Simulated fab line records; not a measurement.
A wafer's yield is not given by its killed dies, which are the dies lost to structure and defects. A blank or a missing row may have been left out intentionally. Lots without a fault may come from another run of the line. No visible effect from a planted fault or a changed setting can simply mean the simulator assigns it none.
The same fault as seen by 2 desks + flow sky130 + every desk sees just its own numbers, and what lay behind them comes last

## FROM THE METROLOGY DESK
What the gauges read for every lot (on any tool): the sampled wafers with a number, averaged. If a lot's mean is further than 4 standard deviations from the usual mean, the lot is out of limits and carries the mark OUT (the distance appears in the brackets).
Columns: A = LI_CONTACT_OVL at SKY_LI_CONTACT_OVL_MEAS_13, usual -3 nm
| lot  | first seen here | A  |
|------|-----------------|----|
| L157 | day 29 21:07    | -3 |
| L156 | day 29 23:16    | 6  |
| L158 | day 30 09:30    | -4 |
| L162 | day 31 12:39    | -8 |
| L163 | day 31 15:58    | -6 |
| L164 | day 32 00:40    | -7 |
| L167 | day 33 00:05    | 1  |
| L168 | day 33 06:57    | 0  |
| L175 | day 35 04:05    | -1 |
| L176 | day 35 14:12    | -5 |
| L177 | day 36 06:05    | -2 |
| L178 | day 36 13:40    | -2 |
| L179 | day 37 00:39    | 1  |
Finding of this desk: none of the 13 lots has anything out of limits.

## DESK OF THE TOOL OWNER: litho-track-02
The tool's own readings at SKY_LOCAL_INTERCONNECT_DEVELOP_10 (develop time 60 s): means of the sampled wafers that have a number, for each lot that ran on this tool. If a lot's mean is further than 4 standard deviations from the usual mean, the lot is out of limits and carries the mark OUT (the distance appears in the brackets).
Columns: A = developer-temp-C at SKY_LOCAL_INTERCONNECT_DEVELOP_10, usual 21.04 C
| lot  | first seen here | A               |
|------|-----------------|-----------------|
| L164 | day 33 05:00    | 21.11           |
| L167 | day 34 04:00    | 23.19 (+22) OUT |
| L168 | day 34 10:00    | 23.07 (+21) OUT |
| L176 | day 36 17:00    | 21.14           |
| L177 | day 37 09:00    | 21.18           |
| L178 | day 37 17:00    | 20.97           |
| L179 | day 38 04:00    | 20.97           |
This desk's verdict: out of limits on L167, L168, starting with L167 at day 34 04:00 (developer-temp-C at SKY_LOCAL_INTERCONNECT_DEVELOP_10). Within limits: L164, L176, L177, L178, L179.

## ALL TOGETHER
On L167, L168, at day 34 04:00, an alarm was possible from the tool owner's desk.
At the metrology desk, nothing out of limits was observed.
The metrology desk holds a record of L167, L168, inside its limits.
On litho-track-02, each named lot ran SKY_LOCAL_INTERCONNECT_DEVELOP_10.

## WHAT THE SIMULATOR PUT IN
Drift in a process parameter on litho-track-02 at SKY_LOCAL_INTERCONNECT_DEVELOP_10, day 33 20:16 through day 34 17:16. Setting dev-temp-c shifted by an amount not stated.
Lots struck among those shown: L167, L168.
Each desk's first reading out of limits, in hours after the fault started: the tool owner's desk, 8.
